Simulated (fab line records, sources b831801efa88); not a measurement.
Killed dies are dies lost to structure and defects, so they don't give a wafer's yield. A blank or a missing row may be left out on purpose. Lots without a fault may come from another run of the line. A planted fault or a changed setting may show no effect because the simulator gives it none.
Chamber matching | flow sfq_line | SFQ_TRILAYER_A5C_DEP_PECVD_142 on pecvd-01: 3 sister chambers
The step deposits SiO2 from SiH4/N2O, time 15.556 s, target thk 70 nm. 3 wafers are shown with their chamber, then 8 later ones without.

WAFERS WITH THEIR CHAMBER
wafer  | chamber | throttle_valve_pct (%)
L275.4 | 2       | 23.4
L279.4 | 1       | 23.2
L282.2 | 0       | 23.9

WAFERS WITHOUT THEIR CHAMBER
wafer  | throttle_valve_pct (%)
L282.3 | 23.1
L282.5 | 23.1
L283.3 | 23.7
L283.4 | 24.0
L283.5 | 23.1
L289.1 | 23.6
L289.3 | 23.2
L289.6 | 24.1

WHICH CHAMBER EACH WENT THROUGH
wafer  | from the rows above          | in truth
L282.3 | can't be placed: 1 or 2      | 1
L282.5 | can't be placed: 1 or 2      | 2
L283.3 | can't be placed: 0 or 2      | 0
L283.4 | 0                            | 0
L283.5 | can't be placed: 1 or 2      | 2
L289.1 | can't be placed: 2 or 0 or 1 | 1
L289.3 | can't be placed: 1 or 2      | 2
L289.6 | 0                            | 0
Placed correctly: 2 of 8. Can't be placed from these rows: 6 (the true chamber is among the candidates in 6). Placed wrongly: 0.
How it was worked out, from the rows above alone: a wafer's distance from a chamber is the root of the sum, over the readings, of the square of ((its reading less the chamber's mean) divided by the reading's scatter). The wafer belongs to the nearest chamber; if the next one is less than 2 further off, it can't be placed. A chamber's mean is the mean of its shown wafers. The scatter: with one shown wafer a chamber, the root of the mean of the squares of how far each hidden wafer lies from its nearest shown one.
